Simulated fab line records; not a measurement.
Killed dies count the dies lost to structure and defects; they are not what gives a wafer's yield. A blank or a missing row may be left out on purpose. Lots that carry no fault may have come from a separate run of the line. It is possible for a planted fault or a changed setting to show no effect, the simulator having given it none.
A struck lot beside a sound one ; flow sky130 ; 18 steps out of a route of 708
Sound: these wafers, L532.4, L532.5, L532.6. The struck wafers were L536.1, L536.2, L536.3. The cause is named last.
Order at every step that has rows: each side's tool, ch and its chambers, its first start. Under that, the readings that differ: sound wafers ; struck wafers ; difference of the means ; sigmas: that difference in standard deviations of wafers without a fault.
alike: a reading whose means differ by less than 2 such deviations, as well as words and numbers matching on both sides. not compared: withheld readings; readings where some wafer has no value; bounds like >300 that might hide an equal value; numbers whose values overlap and for which the record gives no deviation.
The two part at a step that has a row with sigmas, a row that says differs or no value, or rows on one side only. When numbers do not overlap yet have no deviation, they are printed without sigmas and do not part them. Lack of a reading on every wafer of one side parts them only where that side has two or more wafers.

SKY_LDD_HVP_OVL_MEAS_07:
  sound on overlay-02 at day 24 07:39; struck on overlay-02 at day 25 17:35
  alike: LDD_HVP_OVL
after that, 1 step had no rows for these wafers: SKY_LDD_HVP_IMPLANT_08.
SKY_LDD_HVP_STRIP_09: strips in O2/N2.
  sound on plasmaAsher-04 ch 0,1, day 24 07:51; struck on plasmaAsher-01 ch 0,1, day 25 17:46
  alike: drypumpMotorCurrentA, n2FlowSccm, oesProductAu, stripTimeToEndpointS
  not compared: rfHoursCounterH
SKY_LDD_HVP_TW_MEAS_10:
  sound on filmMetro-02 at day 24 07:56; struck on filmMetro-01 at day 25 17:52
  alike: LDD_HVP_TW
then, 7 steps without rows for these wafers: SKY_LDD_LDN_DEHYDRATE_00 (time 60 s); SKY_LDD_LDN_HMDS_01 (prime time 60 s); SKY_LDD_LDN_COAT_02 (resist thk 1140 nm); SKY_LDD_LDN_SOFTBAKE_03 (time 60 s); SKY_LDD_LDN_EXPOSE_04 (exposes mask LDNTM, target cd 700 nm); SKY_LDD_LDN_PEB_05; SKY_LDD_LDN_DEVELOP_06 (develop time 60 s).
SKY_LDD_LDN_OVL_MEAS_07:
  sound on overlay-02 at day 25 14:12; struck on overlay-02 at day 26 21:44
  alike: LDD_LDN_OVL
SKY_LDD_LDN_IMPLANT_08:
  sound on implanter-02 ch 0, day 25 14:17; struck on implanter-04, day 26 21:46
  no value came back on the struck wafers for beamEnergyKeV, beamOnS (s); on the sound wafers beamEnergyKeV reads 14.999 14.999 15.004
then, 3 steps without rows for these wafers: SKY_LDD_LDN_IMPLANT_09; SKY_LDD_LDN_IMPLANT_10; SKY_LDD_LDN_IMPLANT_11.
SKY_LDD_LDN_STRIP_12: strips in O2/N2.
  sound on plasmaAsher-03 ch 0,1, day 25 14:51; struck on plasmaAsher-01 ch 0,1, day 26 22:22
  alike: drypumpMotorCurrentA, n2FlowSccm, oesProductAu, stripTimeToEndpointS
  not compared: rfHoursCounterH
SKY_LDD_LDN_TW_MEAS_13:
  sound on filmMetro-04 at day 25 14:56; struck on filmMetro-03 at day 26 22:41
reading;sound;struck;difference;sigmas
LDD_LDN_TW;1491 1490 1483;1342 1343 1348;-144;-10
  not compared: hold

== WHERE THEY PART ==
First at SKY_LDD_LDN_IMPLANT_08; last, within this record, at SKY_LDD_LDN_TW_MEAS_13.

WHY: the cause the simulator had injected
Step skipped in full: implanter-04, at SKY_LDD_LDN_IMPLANT_08, from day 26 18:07 onward. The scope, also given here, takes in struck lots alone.
